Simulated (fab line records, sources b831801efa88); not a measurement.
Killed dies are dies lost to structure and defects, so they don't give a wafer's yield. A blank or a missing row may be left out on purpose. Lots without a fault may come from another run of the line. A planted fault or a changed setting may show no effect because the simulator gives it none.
Chamber matching | flow sky130 | SKY_CONTACT_CMP_27 on cmp-02: 4 sister chambers
The step polishes, stops on SiO2, t overpolish 15 s, target thk 0 nm. 8 wafers are shown with their chamber, then 12 later ones without.

WAFERS WITH THEIR CHAMBER
wafer  | chamber | motor_current_A (A) | time_to_endpoint_s (s)
L083.1 | 1       | 11.1                | 83.3
L083.5 | 2       | 10.3                | 82.5
L085.1 | 0       | 10.4                | 79.0
L085.2 | 1       | 11.4                | 80.6
L085.3 | 3       | 10.7                | 81.8
L087.3 | 3       | 10.5                | 83.1
L087.4 | 0       | 10.1                | 82.2
L087.6 | 2       | 10.5                | 81.4

WAFERS WITHOUT THEIR CHAMBER
wafer  | motor_current_A (A) | time_to_endpoint_s (s)
L091.3 | 11.5                | 81.1
L091.5 | 11.1                | 85.5
L091.6 | 10.8                | 80.4
L092.3 | 10.3                | 83.4
L092.4 | 10.9                | 84.4
L092.6 | 11.1                | 85.1
L093.1 | 10.1                | 83.6
L093.2 | 12.1                | 80.2
L093.3 | 10.8                | 79.0
L094.1 | 9.8                 | 81.6
L094.2 | 11.5                | 82.8
L094.3 | 11.2                | 83.6

WHICH CHAMBER EACH WENT THROUGH
wafer  | from the rows above               | in truth
L091.3 | 1                                 | 1
L091.5 | can't be placed: 1 or 3           | 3
L091.6 | can't be placed: 3 or 2 or 1 or 0 | 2
L092.3 | can't be placed: 2 or 3 or 0      | 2
L092.4 | can't be placed: 3 or 1 or 2      | 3
L092.6 | can't be placed: 1 or 3           | 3
L093.1 | can't be placed: 2 or 0 or 3      | 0
L093.2 | 1                                 | 1
L093.3 | can't be placed: 3 or 2 or 1 or 0 | 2
L094.1 | can't be placed: 0 or 2 or 3      | 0
L094.2 | 1                                 | 1
L094.3 | 1                                 | 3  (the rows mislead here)
Placed correctly: 3 of 12. Can't be placed from these rows: 8 (the true chamber is among the candidates in 8). Placed wrongly: 1.
How it was worked out, from the rows above alone: a wafer's distance from a chamber is the root of the sum, over the readings, of the square of ((its reading less the chamber's mean) divided by the reading's scatter). The wafer belongs to the nearest chamber; if the next one is less than 2 further off, it can't be placed. A chamber's mean is the mean of its shown wafers. The scatter: the root of (the sum of the squares of (reading less its chamber's mean) over the shown wafers, divided by (wafers less chambers)).
